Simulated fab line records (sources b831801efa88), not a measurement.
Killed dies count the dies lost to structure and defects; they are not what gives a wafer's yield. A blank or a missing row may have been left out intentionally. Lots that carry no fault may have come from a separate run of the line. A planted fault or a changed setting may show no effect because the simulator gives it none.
Matching of chambers | flow sfq_line | SFQ_TRILAYER_L0_CAP_PECVD_011 on pecvd-01: 3 sister chambers
The step deposits SiO2 from SiH4/N2O, time 13.333 s, target thk 60 nm. 14 wafers are shown with their chamber, then 7 later ones without.

## WAFERS WITH THEIR CHAMBER
wafer  | chamber | throttle_valve_pct (%) | heater_power_w (W)
L469.2 | 1       | 24.0                   | 79
L469.5 | 2       | 24.0                   | 98
L469.6 | 1       | 24.1                   | 80
L473.4 | 2       | 24.2                   | 85
L473.5 | 2       | 24.1                   | 86
L473.6 | 0       | 25.4                   | 62
L475.3 | 1       | 24.2                   | 84
L475.5 | 1       | 24.1                   | 84
L475.6 | 2       | 24.1                   | 96
L478.3 | 2       | 24.0                   | 99
L478.5 | 1       | 24.1                   | 85
L478.6 | 2       | 24.0                   | 100
L479.2 | 2       | 24.2                   | 99
L479.5 | 2       | 24.2                   | 101

SIGNATURES (means of the wafers above)
reading            | chamber 0 | chamber 1 | chamber 2 | scatter within a chamber
throttle_valve_pct | 25.400    | 24.100    | 24.100    | 0.0853
heater_power_w     | 62.00     | 82.40     | 95.50     | 5.32
Rule: for a wafer and a chamber, the distance is found by dividing, reading by reading, the gap between the wafer's reading and the chamber's mean by the reading's scatter, squaring, summing and taking the root. If the next closest chamber is less than 2 further off than the closest, the wafer can't be placed; otherwise it belongs to the closest. How the scatter is found: for the shown wafers, subtract from each reading the mean of its chamber, square and add these, divide the total by (wafers less chambers), then take the root.

## WAFERS WITH NO CHAMBER GIVEN
wafer  | throttle_valve_pct (%) | heater_power_w (W)
L479.6 | 25.6                   | 66
L481.2 | 24.2                   | 81
L481.3 | 25.5                   | 72
L481.4 | 23.9                   | 98
L492.1 | 25.6                   | 67
L492.4 | 24.3                   | 90
L492.5 | 25.8                   | 68

## CHAMBER TAKEN BY EACH
wafer  | from the rows above     | in truth
L479.6 | 0                       | 0
L481.2 | can't be placed: 1 or 2 | 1
L481.3 | 0                       | 0
L481.4 | can't be placed: 2 or 1 | 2
L492.1 | 0                       | 0
L492.4 | can't be placed: 2 or 1 | 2
L492.5 | 0                       | 0
Placed correctly: 4 of 7. Not placeable from these rows: 3 (in 3, the candidates include the true chamber). 0 placed wrongly.
